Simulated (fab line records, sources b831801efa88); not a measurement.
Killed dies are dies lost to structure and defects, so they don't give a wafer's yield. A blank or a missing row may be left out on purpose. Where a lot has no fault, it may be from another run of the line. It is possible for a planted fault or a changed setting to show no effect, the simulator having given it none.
Chamber matching / flow gf180mcu / pecvd-02 running GF_V3_CVD_02: 3 sister chambers
The step deposits SiO2 from TEOS, target thk 850 nm, time 94.851 s. 20 wafers are shown with their chamber, then 10 later ones without.

## EACH WAFER AND ITS CHAMBER
wafer=L074.1; chamber=2; heater_power_w (W)=522
wafer=L074.2; chamber=0; heater_power_w (W)=567
wafer=L074.3; chamber=1; heater_power_w (W)=758
wafer=L074.4; chamber=1; heater_power_w (W)=787
wafer=L074.5; chamber=2; heater_power_w (W)=563
wafer=L074.6; chamber=0; heater_power_w (W)=649
wafer=L080.3; chamber=0; heater_power_w (W)=694
wafer=L080.5; chamber=0; heater_power_w (W)=573
wafer=L080.6; chamber=1; heater_power_w (W)=783
wafer=L083.3; chamber=0; heater_power_w (W)=706
wafer=L083.4; chamber=1; heater_power_w (W)=794
wafer=L083.5; chamber=0; heater_power_w (W)=568
wafer=L084.2; chamber=0; heater_power_w (W)=714
wafer=L084.4; chamber=2; heater_power_w (W)=574
wafer=L084.6; chamber=1; heater_power_w (W)=801
wafer=L085.1; chamber=1; heater_power_w (W)=685
wafer=L085.2; chamber=2; heater_power_w (W)=570
wafer=L085.4; chamber=1; heater_power_w (W)=753
wafer=L091.3; chamber=2; heater_power_w (W)=554
wafer=L091.4; chamber=1; heater_power_w (W)=779

SIGNATURES, as means of the wafers listed above
reading=heater_power_w; chamber 0=638.71; chamber 1=767.50; chamber 2=556.60; scatter within a chamber=48
Rule: a wafer lies at a distance from a chamber equal to the root of the sum of squares, over the readings, of (its reading less the chamber's mean, divided by the reading's scatter). The wafer belongs to the nearest chamber; if the next one is less than 2 further off, it can't be placed. The scatter is the square root of a quotient: the sum, over the shown wafers, of each reading's squared deviation from its chamber's mean, divided by wafers minus chambers.

## WAFERS MISSING THEIR CHAMBER
wafer=L091.5; heater_power_w (W)=607
wafer=L092.2; heater_power_w (W)=523
wafer=L092.5; heater_power_w (W)=764
wafer=L092.6; heater_power_w (W)=674
wafer=L093.1; heater_power_w (W)=595
wafer=L093.3; heater_power_w (W)=587
wafer=L093.6; heater_power_w (W)=591
wafer=L095.1; heater_power_w (W)=621
wafer=L095.3; heater_power_w (W)=558
wafer=L095.6; heater_power_w (W)=481

## WHICH CHAMBER EACH ONE RAN IN
wafer=L091.5; from the rows above=can't be placed: 0 or 2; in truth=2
wafer=L092.2; from the rows above=can't be placed: 2 or 0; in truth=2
wafer=L092.5; from the rows above=1; in truth=1
wafer=L092.6; from the rows above=can't be placed: 0 or 1 or 2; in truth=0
wafer=L093.1; from the rows above=can't be placed: 2 or 0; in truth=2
wafer=L093.3; from the rows above=can't be placed: 2 or 0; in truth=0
wafer=L093.6; from the rows above=can't be placed: 2 or 0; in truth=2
wafer=L095.1; from the rows above=can't be placed: 0 or 2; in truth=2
wafer=L095.3; from the rows above=can't be placed: 2 or 0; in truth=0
wafer=L095.6; from the rows above=can't be placed: 2 or 0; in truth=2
Correctly placed: 1 of 10. Not placeable from these rows: 9 (in 9, the candidates include the true chamber). Wrongly placed: 0.
